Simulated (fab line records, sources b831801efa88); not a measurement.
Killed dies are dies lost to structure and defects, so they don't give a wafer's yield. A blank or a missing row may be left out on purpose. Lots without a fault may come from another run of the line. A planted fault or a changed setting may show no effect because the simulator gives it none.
Which tool did it? | flow gf180mcu | 11 lots, 33 wafers sampled, at 2 steps of a route of 602

WHAT THE GAUGES READ, wafer by wafer
GF_STI_THK_MEAS_04.
lot  | measured    | on            | STI_CVD_03_THK (nm)
L674 | day 1 18:34 | film_metro-01 | 206.3 204.8 207.6
L676 | day 2 05:07 | film_metro-01 | 206.4 207.3 207.0
L678 | day 2 14:35 | film_metro-03 | 206.3 205.9 203.5
L679 | day 2 19:35 | film_metro-01 | 206.5 205.8 207.6
L680 | day 3 00:34 | film_metro-01 | 205.1 205.7 206.3
L682 | day 3 10:35 | film_metro-01 | 205.4 205.2 205.3
L684 | day 3 21:42 | film_metro-03 | 383.7 383.6 385.3 383.6 383.8 384.9
L692 | day 5 12:56 | film_metro-03 | 208.0 207.5 208.7
L693 | day 5 17:34 | film_metro-03 | 207.1 209.1 207.5
L695 | day 6 04:38 | film_metro-01 | 207.7 209.4 209.2
L696 | day 6 09:00 | film_metro-01 | 208.2 207.9 207.4

WHICH TOOL RAN EACH LOT (tool, then ch and the chambers of the sampled wafers, then the start)
lot  | GF_STI_CVD_03
L674 | lpcvd-02 ch 0, day 1 16:34
L676 | lpcvd-01 ch 1, day 2 03:08
L678 | lpcvd-02 ch 1, day 2 12:36
L679 | lpcvd-01 ch 0, day 2 17:34
L680 | lpcvd-01 ch 1, day 2 22:34
L682 | lpcvd-02 ch 0, day 3 08:34
L684 | lpcvd-01 ch 0, day 3 18:43
L692 | lpcvd-02 ch 0, day 5 10:57
L693 | lpcvd-02 ch 0, day 5 15:34
L695 | lpcvd-02 ch 1, day 6 02:40
L696 | lpcvd-02 ch 1, day 6 07:01
- GF_STI_CVD_03: deposits Si3N4 from DCS/NH3, target thk 207.16 nm, time 3551 s.

THE ANSWER, worked out from the rows above alone
Rule: what is usual is taken from the lots themselves. Put in order of their means at a reading, lots are off if they are a third of the lots or fewer, leave a main group of 4 or more, and stand apart from it by a gap of 3 or more times the standard deviation of the main group's means; of several such gaps the widest counts. A main group whose means are all the same, to the digits that the tables above print for the reading, isn't used. A lot without any number at a reading at which 4 lots or more have one is off too. The other lots that the step has rows for count as sound.
Off: L684, at GF_STI_THK_MEAS_04 (STI_CVD_03_THK). The main group: mean 206.9 nm, standard deviation 1.2.
A tool fits if, at a process step before that reading, it ran every lot that is off, and no sound lot after the first of them. The gauges at GF_STI_THK_MEAS_04 are tried like those tools. One fits: lpcvd-01 at GF_STI_CVD_03. Its last sound lot is L680 (day 2 22:34), its first lot that is off L684 (day 3 18:43): a fault that began between those two fits.

WHAT THE SIMULATOR HAD PUT IN
Process parameter drift: lpcvd-01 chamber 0, from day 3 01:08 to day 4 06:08, at GF_STI_CVD_03. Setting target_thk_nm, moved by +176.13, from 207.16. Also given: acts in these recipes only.
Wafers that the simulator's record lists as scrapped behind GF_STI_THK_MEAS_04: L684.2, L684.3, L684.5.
Lots struck among those shown: L684. The rule above found the same.
